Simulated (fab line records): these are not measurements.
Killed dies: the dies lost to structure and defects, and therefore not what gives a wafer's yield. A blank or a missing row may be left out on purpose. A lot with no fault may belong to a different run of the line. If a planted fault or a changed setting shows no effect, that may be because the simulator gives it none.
A lot that was struck, set against a sound lot | flow gf180mcu | 14 out of 602 route steps
Sound: wafers L183.1, L183.2, L183.6. Struck: wafers L189.3, L189.4, L189.5. At the end, the cause is stated.
At each step with rows: each side's tool, then ch and its chambers, then its first start. Under that, the readings that differ: sound wafers | struck wafers | difference of the means | sigmas: that difference in standard deviations of wafers without a fault.
alike: words and numbers the same on both sides, and readings whose means are apart by under 2 such deviations; not compared: readings that were withheld, readings missing a value for some wafer, numbers with overlapping values and no deviation given by the record, and bounds like >300 which may hide the same value.
Wherever a step has rows on one side only, a row that says differs or no value, or a row with sigmas, the two part there. Numbers that have no deviation but don't overlap get no sigmas and don't part them. A reading that every wafer of one side lacks parts them only if that side has two wafers or more.

GF_M3_SPUTTER_00: material Ti, target thk 37.5 nm, time 150 s.
  struck on pvd sputter-03, day 25 10:25; sound on pvd sputter-03, day 23 20:05
  alike: throttle valve pct
GF_M3_SPUTTER_01: material TiN, target thk 30 nm, time 25 s.
  struck on pvd sputter-03, day 25 10:31; sound on pvd sputter-03, day 23 20:11
  alike: throttle valve pct
GF_M3_SPUTTER_02: material AlCu, target thk 450 nm, time 23.9 s.
  struck on pvd sputter-03, day 25 10:32; sound on pvd sputter-03, day 23 20:13
  alike: throttle valve pct
GF_M3_SPUTTER_03: material Ti, target thk 10 nm, time 6.7 s.
  struck on pvd sputter-03, day 25 10:34; sound on pvd sputter-03, day 23 20:14
  alike: throttle valve pct
GF_M3_SPUTTER_04: material TiN, target thk 50 nm, time 41.7 s.
  struck on pvd sputter-03, day 25 10:35; sound on pvd sputter-03, day 23 20:16
  alike: throttle valve pct
GF_M3_RS_MEAS_05: measurement is done with a four-point probe.
  struck on film metro-01, day 25 10:40; sound on film metro-01, day 23 20:18
  alike: M3_ALCU_RS
GF_M3_THK_MEAS_06: measures by xrf.
  struck on film metro-01, day 25 10:46; sound on film metro-01, day 23 20:25
  alike: M3_ALCU_THK
then, 5 steps without rows for these wafers: GF_M3_DEHYDRATE_07 (time 60 s); GF_M3_HMDS_08 (prime time 60 s); GF_M3_COAT_09 (resist thk 1000 nm); GF_M3_SOFTBAKE_10 (time 60 s); GF_M3_EXPOSE_11 (exposes mask Metal3, target cd 280 nm).
GF_M3_PEB_12: peb time 90 s.
  struck on litho track-02, day 26 06:51; sound on litho track-02 ch 0, day 24 17:47
  no value came back on the struck wafers for chill plate temp C (C), exhaust pa (Pa); on the sound wafers chill plate temp C (C) reads 22.91 22.92 22.91
then, 1 step without rows for these wafers: GF_M3_DEVELOP_13 (develop time 60 s).

## WHERE THEY PART
GF_M3_PEB_12 only, going by this record.

WHY: the cause the simulator had injected
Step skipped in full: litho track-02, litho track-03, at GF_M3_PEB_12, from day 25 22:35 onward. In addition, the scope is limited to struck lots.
